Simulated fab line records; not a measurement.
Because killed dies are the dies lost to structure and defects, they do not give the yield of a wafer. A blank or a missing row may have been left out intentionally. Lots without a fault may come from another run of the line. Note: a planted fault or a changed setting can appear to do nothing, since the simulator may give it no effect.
Matching of chambers	flow sky130	SKY_POLY_CUT_ETCH_11 on rie-diel-01 has 4 sister chambers
The step etches Si3N4 in CF4/CH2F2/Ar, stops on poly-Si, time 42.5 s, target depth 60 nm. 7 wafers are shown with their chamber, then 7 later ones without.

## WAFERS PAIRED WITH THEIR CHAMBERS
wafer	chamber	drypump-motor-current-A (A)	ch2f2-flow-sccm (sccm)
L766.4	0	5.6	20.01
L768.5	3	5.5	20.00
L768.6	2	5.6	20.00
L773.1	1	5.0	19.95
L773.5	3	5.5	20.07
L773.6	2	5.6	20.14
L772.1	1	4.9	20.03

## WAFERS WITH NO CHAMBER GIVEN
wafer	drypump-motor-current-A (A)	ch2f2-flow-sccm (sccm)
L772.2	5.6	20.08
L772.5	5.6	20.02
L775.1	4.9	19.95
L775.2	5.6	19.98
L785.2	5.5	19.98
L785.4	5.6	20.06
L785.5	5.6	19.89

## EACH ONE'S CHAMBER
wafer	from the rows above	in truth
L772.2	can't be placed: 2 or 0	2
L772.5	can't be placed: 0 or 2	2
L775.1	1	1
L775.2	can't be placed: 0 or 2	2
L785.2	can't be placed: 3 or 0 or 2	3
L785.4	can't be placed: 2 or 0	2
L785.5	can't be placed: 0 or 2 or 3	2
Correct placement for 1 of the 7. Cannot be placed on the basis of these rows: 6; the candidates contain the true chamber in 6. Number placed wrongly: 0.
How it was worked out, from the rows above alone: a wafer's distance from a chamber is the root of the sum, over the readings, of the square of ((its reading less the chamber's mean) divided by the reading's scatter). The wafer belongs to the nearest chamber; if the next one is less than 2 further off, it can't be placed. A chamber's mean is the mean of its shown wafers. The scatter: the root of (the sum of the squares of (reading less its chamber's mean) over the shown wafers, divided by (wafers less chambers)).
